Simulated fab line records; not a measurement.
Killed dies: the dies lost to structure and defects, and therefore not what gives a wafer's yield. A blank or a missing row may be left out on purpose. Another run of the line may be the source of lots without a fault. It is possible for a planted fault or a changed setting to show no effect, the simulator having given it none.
fab line records	flow sky130
[record] lots = 5	wafers = 15	last-day = 50
route steps=708 shown VIA1@466 PAD_OPEN@708
lots with no fault: from the same line, run without faults
start-h: start of the lot's first displayed wafer, in hours after the record's first day	wait-h: hours since the lot's step before	" unchanged from the row above	L1.1+2: a row that stands for several wafers	- no value, or no start was given	* or withheld: withheld	< > ~ a bound
route shown NAME@n: names a module that has steps shown in the file, with the first one's number in the route	usual: mean/standard deviation taken from wafers without a fault	same: alike in all rows	chamber/n: place in a boat	sites: the reading at each site	_std_site: the standard deviation of these	_edge_site: the outer-site mean with the inner-site mean subtracted	radius-mm: how far each site lies from the wafer's centre	mask NAME#n: copy n	behind: the tool/chamber that last shaped the wafer	hold: what put the lot on hold/how long, in hours/how the hold closed	device: the transistor (n, p or np) that didn't switch	end of line: the route-end tests of the same wafers	a step given without rows: its recipe and nothing more	killed: the dies lost at the first sort to structure and to defects; this is not the yield of the wafer	map: a wafer's dies, marking killed ones x, the rest . and places with no die _
set.NAME: the run value of the setting; set.NAME@STEP: its run value at that earlier step	model.NAME: the simulator's own value behind a step, which no gauge read
certain route steps with their lots: each step a table, each wafer a row
services: a tool's chamber out of use, with start hour (start-h, from the record's first day; less than 0 if before it), hours out, and reason
[[steps]]
[step SKY_VIA1_SOFTBAKE_08]
[recipe] temp-c = 100	time-s = 90	resist = KrF-thick
[step SKY_VIA1_EXPOSE_09]
[recipe] mask-id = VIM	na = 0.8	source-shape = annular	sigma-inner = 0.55	sigma-outer = 0.85	target-cd-nm = 150	dose-mj = 38
[step SKY_VIA1_PEB_10]
[recipe] peb-temp-c = withheld	peb-time-s = withheld	resist = KrF-thick
[step SKY_VIA1_DEVELOP_11]
[recipe] develop-time-s = 60	resist = KrF-thick	dev-temp-c = 21
[step SKY_VIA1_CD_MEAS_12]
[recipe] target-cd-nm = 150
[usual] cd-nm = 150.2/1.8
lot.wafer	tool	chamber	start-h	wait-h	cd-nm
L409.1	cd-sem-02	-	831.54	-	149.9
L409.3	"	-	"	"	151.2
L409.4	"	-	"	"	151.3
L411.2	cd-sem-02	-	848.36	-	144.4
L411.3	"	-	"	"	144.8
L411.4	"	-	"	"	144.9
L413.1	cd-sem-02	-	872.77	-	149.1
L413.4	"	-	"	"	148.6
L413.6	"	-	"	"	149.6
L418.1	cd-sem-01	-	907.61	-	148.2
L418.4	"	-	"	"	150.5
L418.5	"	-	"	"	149.4
L427.1	cd-sem-01	-	965.37	-	150.7
L427.2	"	-	"	"	151.0
L427.5	"	-	"	"	150.8
[step SKY_VIA1_OVL_MEAS_13]
[usual] VIA1_OVL = -3/5.1
lot.wafer	tool	chamber	start-h	wait-h	VIA1_OVL[nm]
L409.1	overlay-02	-	831.66	0.1	-4
L409.3	"	-	"	"	-4
L409.4	"	-	"	"	-2
L411.2	overlay-02	-	848.47	0.1	-2
L411.3	"	-	"	"	2
L411.4	"	-	"	"	2
L413.1	overlay-02	-	872.89	0.1	-8
L413.4	"	-	"	"	-6
L413.6	"	-	"	"	-5
L418.1	overlay-02	-	907.73	0.1	2
L418.4	"	-	"	"	-1
L418.5	"	-	"	"	4
L427.1	overlay-01	-	965.49	0.1	4
L427.2	"	-	"	"	3
L427.5	"	-	"	"	5
[step SKY_VIA1_ETCH_14]
[recipe] chemistry = N2/H2	target = BARC	ion-energy-ev = 200	source-w = 500	bias-w = 100	pressure-mtorr = 30	n2-flow-sccm = 100	h2-flow-sccm = 200	stop-on = SiO2	time-s = 45.9	target-depth-a = 600
[usual] drypump-motor-current-A = 5.7/0.41	oes-product-au = 0.855/0.0049	throttle-valve-pct = 13.226/0.0092
lot.wafer	tool	chamber	start-h	wait-h	drypump-motor-current-A	oes-product-au	rf-hours-counter-h	throttle-valve-pct
L409.1	rie-diel-03	1	831.70	0.0	5.7	0.853	5	13.221
L409.3	"	2	"	"	5.7	0.857	17	13.227
L409.4	"	0	"	"	5.0	0.852	9	13.222
L411.2	rie-diel-03	0	848.50	0.0	5.0	0.857	9	13.229
L411.3	"	3	"	"	6.0	0.847	6	13.231
L411.4	"	1	"	"	5.7	0.850	5	13.218
L413.1	rie-diel-03	2	872.92	0.0	5.7	0.857	18	13.229
L413.4	"	0	"	"	5.0	0.860	9	13.229
L413.6	"	3	"	"	6.1	0.862	-	13.223
L418.1	rie-diel-01	3	907.77	0.0	6.7	0.857	17	13.225
L418.4	"	1	"	"	5.2	0.857	12	13.228
L418.5	"	3	"	"	6.7	0.849	-	13.218
L427.1	rie-diel-03	1	965.52	0.0	5.6	0.854	8	13.218
L427.2	"	2	"	"	5.7	0.845	20	13.219
L427.5	"	0	"	"	5.0	0.861	-	13.229
[step SKY_VIA1_ETCH_15]
[recipe] target = SiO2	chemistry = C4F8/O2/Ar	target-depth-nm = 351	stop-on = TiN	mask-material = KrF-thick	source-w = 1500	bias-w = 1200	pressure-mtorr = 40	c4f8-flow-sccm = withheld	O2_flow_sccm = 6	Ar_flow_sccm = 300	time-s = 54
[usual] oes-product-au = 0.981/0.0046
lot.wafer	tool	chamber	start-h	wait-h	oes-product-au	rf-hours-counter-h
L409.1	rie-diel-03	1	831.74	0.0	0.977	5
L409.3	"	2	"	"	0.979	17
L409.4	"	0	"	"	0.978	9
L411.2	rie-diel-03	0	848.54	0.0	0.990	9
L411.3	"	3	"	"	0.978	6
L411.4	"	1	"	"	0.983	5
L413.1	rie-diel-03	2	872.96	0.0	0.977	18
L413.4	"	0	"	"	0.971	9
L413.6	"	3	"	"	0.980	-
L418.1	rie-diel-01	3	907.81	0.0	0.978	17
L418.4	"	1	"	"	0.976	12
L418.5	"	3	"	"	0.987	-
L427.1	rie-diel-03	1	965.56	0.0	0.983	8
L427.2	"	2	"	"	0.983	20
L427.5	"	0	"	"	0.980	-
[step SKY_VIA1_STRIP_16]
[recipe] chemistry = O2/N2	power-w = 1400	pressure-mtorr = 1500	platen-temp-c = withheld	o2-flow-sccm = 3000	n2-flow-sccm = 300	overash-fraction = 0.5
[usual] drypump-motor-current-A = 5.8/0.48	oes-product-au = 0.416/0.0044	strip-time-to-endpoint-s = 4.460/0.022
lot.wafer	tool	chamber	start-h	wait-h	drypump-motor-current-A	oes-product-au	rf-hours-counter-h	strip-time-to-endpoint-s
L409.1	plasma-asher-02	0	831.79	0.0	5.2	0.416	9	4.440
L409.3	"	0	"	"	5.2	0.420	-	4.439
L409.4	"	1	"	"	5.9	0.420	-	4.446
L411.2	plasma-asher-03	0	848.59	0.0	6.8	0.412	41	4.452
L411.3	"	0	"	"	6.8	0.419	-	4.431
L411.4	"	1	"	"	5.8	0.413	-	4.425
L413.1	plasma-asher-02	0	873.01	0.0	5.2	0.406	12	4.447
L413.4	"	0	"	"	5.2	0.411	-	4.448
L413.6	"	1	"	"	5.9	0.413	-	4.429
L418.1	plasma-asher-02	1	907.86	0.0	5.9	0.410	16	4.443
L418.4	"	1	"	"	5.9	0.414	-	4.457
L418.5	"	1	"	"	5.9	0.421	-	4.447
L427.1	plasma-asher-04	0	965.61	0.0	5.3	0.414	114	4.484
L427.2	"	1	"	"	5.9	0.415	114	4.482
L427.5	"	1	"	"	5.9	0.418	-	4.487
[step SKY_VIA1_STRIP_17]
[recipe] chemistry = post-etch-residue-remover	time-s = 1200	temp-c = 72.5
[step SKY_VIA1_CLEAN_18]
[recipe] chemistry = IPA	time-s = 180	temp-c = 25
[step SKY_VIA1_CLEAN_19]
[recipe] chemistry = O3/DIW	dry = n2-spin
[step SKY_VIA1_SPUTTER_20]
[recipe] material = TiN	target-thk-nm = 20	chamber-pressure-pa = 5	power-w = 4000	time-s = 80
[usual] throttle-valve-pct = 30.3/1.3
lot.wafer	tool	chamber	start-h	wait-h	throttle-valve-pct	model.TiN_of_VIA1_SPUTTER_20.thk-nm
L409.1	pvd-sputter-02	-	832.47	0.0	31.3	20.3
L409.3	"	-	"	"	29.6	20.36
L409.4	"	-	"	"	30.9	20.13
L411.2	pvd-sputter-03	-	849.27	0.0	27.5	20.23
L411.3	"	-	"	"	27.4	20.08
L411.4	"	-	"	"	32.2	20.32
L413.1	pvd-sputter-02	-	873.60	0.0	30.3	20
L413.4	"	-	"	"	29.9	20.12
L413.6	"	-	"	"	31.2	20.19
L418.1	pvd-sputter-04	-	908.46	0.0	28.3	20.25
L418.4	"	-	"	"	31.1	20.19
L418.5	"	-	"	"	31.2	19.96
L427.1	pvd-sputter-02	-	966.24	0.0	29.9	20.18
L427.2	"	-	"	"	30.5	19.07
L427.5	"	-	"	"	30.5	19.2
[step SKY_VIA1_CVD_21]
[recipe] material = W	target-thk-nm = 270	time-s = 80.902	temp-c = 400	pressure-torr = 40
[usual] heater-power-w = 879/29
lot.wafer	tool	chamber	start-h	wait-h	heater-power-w
L409.1	cvd-w-02	0	832.53	0.0	948
L409.3	"	0	"	"	926
L409.4	"	0	"	"	938
L411.2	cvd-w-02	1	849.33	0.0	891
L411.3	"	1	"	"	895
L411.4	"	0	"	"	908
L413.1	cvd-w-01	0	873.66	0.0	869
L413.4	"	0	"	"	868
L413.6	"	0	"	"	844
L418.1	cvd-w-01	1	908.52	0.0	874
L418.4	"	1	"	"	876
L418.5	"	1	"	"	895
L427.1	cvd-w-02	1	966.30	0.0	883
L427.2	"	0	"	"	822
L427.5	"	1	"	"	879
[step SKY_PAD_OPEN_PROBE_99]
[usual] defect-limited-yield = 82.6/1.7	killed_at_M0_to_M3 = 43/6.5	killed_at_M4_up = 3.2/1.9	killed-at-contacts = 25/5.5	killed-at-front-end = 14/4.2	killed-at-other = 0.2/0.44	killed-dies = 85/8.5	killed-open = 47/7	killed-short = 39/6.3	sort_bin_3_pad_short = 0.9/0.46	sort_bin_5_function = 10.3/1.4	sort_bin_6_memory = 6.2/1.2	sort-n-pass = 407/8.5	sort-yield-pct = 82.6/1.7
[same] gross-dies = 492	killed-at-back-side = 0	sort_bin_4_leakage[%] = 0	sort_bin_8_speed[%] = 0
lot.wafer	tool	chamber	start-h	wait-h	defect-limited-yield[%]	killed_at_M0_to_M3	killed_at_M4_up	killed-at-contacts	killed-at-front-end	killed-at-other	killed-dies	killed-open	killed-short	sort_bin_3_pad_short[%]	sort_bin_5_function[%]	sort_bin_6_memory[%]	sort-n-pass	sort-yield-pct[%]
L409.1	prober-02	-	1109.34	0.1	84.6	34	7	22	12	1	76	44	32	0.6	10.8	4.1	416	84.6
L409.3	prober-02	-	1109.44	0.2	82.9	36	5	32	11	0	84	38	46	2.0	8.1	6.9	408	82.9
L409.4	prober-02	-	1109.49	0.2	79.7	53	5	34	8	0	100	54	46	1.2	12.0	7.1	392	79.7
L411.2	prober-02	-	1120.84	0.1	82.5	51	1	20	14	0	86	40	46	1.6	10.8	5.1	406	82.5
L411.3	prober-02	-	1120.89	0.2	81.5	46	2	29	14	0	91	49	42	1.4	10.0	7.1	401	81.5
L411.4	prober-02	-	1120.94	0.2	79.1	47	6	27	23	0	103	49	54	2.2	11.8	6.9	389	79.1
L413.1	prober-01	-	1141.28	0.1	81.1	40	3	40	10	0	93	59	34	1.0	8.7	9.1	399	81.1
L413.4	prober-01	-	1141.43	0.2	83.1	39	5	25	14	0	83	43	40	1.2	10.2	5.5	409	83.1
L413.6	prober-01	-	1141.53	0.2	79.5	54	5	26	16	0	101	56	45	0.8	12.8	6.9	391	79.5
L418.1	prober-01	-	1165.48	0.1	82.7	51	5	19	10	0	85	47	38	0.4	10.8	6.1	407	82.7
L418.4	prober-01	-	1165.63	0.2	81.9	55	2	21	11	0	89	42	47	1.0	11.6	5.5	403	81.9
L418.5	prober-01	-	1165.68	0.2	81.1	51	6	23	13	0	93	53	40	0.8	10.8	7.3	399	81.1
L427.1	prober-02	-	1205.75	0.1	85.0	40	1	23	10	0	74	43	31	0.6	10.0	4.5	418	85.0
L427.2	prober-02	-	1205.80	0.1	81.9	44	2	30	13	0	89	35	54	1.0	12.6	4.5	403	81.9
L427.5	prober-02	-	1205.95	0.2	79.9	35	5	37	21	1	99	49	50	1.4	12.2	6.5	393	79.9
// killed by level:class
L409.1 LI_CONTACT:geometric-particle:open=7 VIA1:geometric-particle:open=7 CONTACT:geometric-particle:open=6 VIA3:geometric-particle:open=6 METAL4:geometric-particle:short=6 VIA2:geometric-particle:open=5 LI_CONTACT:geometric-particle:short=4 METAL2:geometric-particle:short=4
L409.3 LI_CONTACT:geometric-particle:open=11 METAL1:geometric-particle:short=8 CONTACT:geometric-particle:open=7 LOCAL_INTERCONNECT:geometric-particle:short=6 METAL2:geometric-particle:short=6 VIA3:geometric-particle:short=5 METAL4:geometric-particle:short=5 CONTACT:geometric-particle:short=4
L409.4 LI_CONTACT:geometric-particle:open=14 VIA2:geometric-particle:open=12 CONTACT:geometric-particle:open=8 VIA1:geometric-particle:open=8 METAL1:geometric-particle:short=7 LOCAL_INTERCONNECT:geometric-particle:short=6 VIA3:geometric-particle:short=6 METAL2:geometric-particle:short=5
L411.2 METAL1:geometric-particle:short=8 METAL2:geometric-particle:short=8 VIA1:geometric-particle:open=7 VIA2:geometric-particle:open=7 LI_CONTACT:geometric-particle:open=6 CONTACT:geometric-particle:short=5 VIA3:geometric-particle:open=5 FIELD_ISO:geometric-particle:open=4
L411.3 VIA2:geometric-particle:open=10 CONTACT:geometric-particle:open=10 METAL2:geometric-particle:short=10 LI_CONTACT:geometric-particle:short=8 VIA1:geometric-particle:open=8 POLY_GATE:geometric-particle:open=6 VIA3:geometric-particle:open=6 CONTACT:geometric-particle:short=4
L411.4 VIA1:geometric-particle:open=11 POLY_GATE:geometric-particle:open=8 LI_CONTACT:geometric-particle:open=8 METAL1:geometric-particle:short=7 FIELD_ISO:geometric-particle:short=5 LI_CONTACT:geometric-particle:short=5 METAL2:geometric-particle:short=5 CONTACT:geometric-particle:short=5
L413.1 CONTACT:geometric-particle:open=14 VIA1:geometric-particle:open=13 LI_CONTACT:geometric-particle:open=9 CONTACT:geometric-particle:short=7 VIA3:geometric-particle:open=7 LOCAL_INTERCONNECT:geometric-particle:short=5 VIA2:geometric-particle:open=5 FIELD_ISO:geometric-particle:open=4
L413.4 VIA1:geometric-particle:open=9 LI_CONTACT:geometric-particle:open=8 CONTACT:geometric-particle:open=8 VIA2:geometric-particle:open=6 VIA1:geometric-particle:short=5 VIA3:geometric-particle:open=5 FIELD_ISO:geometric-particle:short=4 METAL1:geometric-particle:short=4
L413.6 VIA3:geometric-particle:open=11 VIA1:geometric-particle:open=9 METAL2:geometric-particle:short=8 LI_CONTACT:geometric-particle:open=8 CONTACT:geometric-particle:open=7 FIELD_ISO:geometric-particle:short=6 VIA2:geometric-particle:open=6 METAL1:geometric-particle:short=5
L418.1 VIA1:geometric-particle:open=20 VIA2:geometric-particle:open=9 CONTACT:geometric-particle:open=7 METAL1:geometric-particle:short=6 VIA2:geometric-particle:short=5 CONTACT:geometric-particle:short=4 VIA1:geometric-particle:short=4 METAL4:geometric-particle:short=4
L418.4 VIA1:geometric-particle:open=13 VIA1:geometric-particle:short=10 CONTACT:geometric-particle:open=9 METAL1:geometric-particle:short=9 VIA2:geometric-particle:open=6 CONTACT:geometric-particle:short=5 FIELD_ISO:geometric-particle:short=4 LI_CONTACT:geometric-particle:open=4
L418.5 VIA1:geometric-particle:open=19 CONTACT:geometric-particle:open=8 LOCAL_INTERCONNECT:geometric-particle:short=6 VIA1:geometric-particle:short=6 FIELD_ISO:geometric-particle:open=5 LI_CONTACT:geometric-particle:open=5 METAL4:geometric-particle:short=5 VIA2:geometric-particle:open=5
L427.1 CONTACT:geometric-particle:open=9 VIA2:geometric-particle:open=8 METAL1:geometric-particle:short=8 VIA1:geometric-particle:open=8 CONTACT:geometric-particle:short=6 VIA3:geometric-particle:open=5 POLY_GATE:geometric-particle:open=3 LI_CONTACT:geometric-particle:open=3
L427.2 METAL1:geometric-particle:short=14 CONTACT:geometric-particle:open=12 METAL2:geometric-particle:short=7 VIA1:geometric-particle:open=7 LI_CONTACT:geometric-particle:short=5 CONTACT:geometric-particle:short=5 FIELD_ISO:geometric-particle:short=4 FIELD_ISO:geometric-particle:open=4
L427.5 CONTACT:geometric-particle:open=19 VIA1:geometric-particle:open=8 VIA1:geometric-particle:short=7 POLY_GATE:geometric-particle:short=6 FIELD_ISO:geometric-particle:short=5 LI_CONTACT:geometric-particle:short=5 LI_CONTACT:geometric-particle:open=5 LOCAL_INTERCONNECT:geometric-particle:short=5
[[services]]
tool	chamber	start-h	hours	kind
plasma-asher-02	-	823.45	1.0	repair
cvd-w-02	1	824.78	15.4	repair
pvd-sputter-03	-	836.77	2.9	repair
pvd-sputter-02	1	853.40	-	consumable-replace:kit
pvd-sputter-02	1	853.40	18.0	scheduled-down
pvd-sputter-02	1	853.40	18.0	vent-cycle
plasma-asher-02	-	858.89	6.4	repair
pvd-sputter-04	0	866.19	-	consumable-replace:kit
pvd-sputter-04	0	866.19	18.0	scheduled-down
pvd-sputter-04	0	866.19	18.0	vent-cycle
plasma-asher-04	-	866.52	2.8	pm
pvd-sputter-04	-	873.00	7.7	repair
cvd-w-02	0	876.78	1.5	repair
rie-diel-01	-	886.20	6.2	repair
cvd-w-02	1	894.38	1.9	repair
rie-diel-01	3	896.82	4.5	repair
rie-diel-01	-	903.82	1.2	repair
cvd-w-02	-	904.00	14.0	pm
cvd-w-02	0	904.00	14.0	vent-cycle
cvd-w-02	1	904.00	14.0	vent-cycle
cvd-w-02	0	918.00	-	clean
cvd-w-02	1	918.00	-	clean
cvd-w-01	-	935.28	0.7	repair
plasma-asher-04	-	956.04	5.2	repair
[[key]]
first-sign none at tools or gauges
[model-effect] step = SKY_VIA1_SPUTTER_20	value = TiN_of_VIA1_SPUTTER_20.thk-nm	without = 20.13	struck = 19.13
met-at SKY_VIA1_SPUTTER_20
struck-wafers L427.2,L427.5
onset-between 873.60 966.24
[fault] kind = process-parameter-drift	tool = pvd-sputter-02	chamber = -	onset-h = 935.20	steps = SKY_VIA1_SPUTTER_20	channel = time-s	offset = *	shape = step	end-h = 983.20	acts-in = *	stated = *	scope = struck-wafers-only
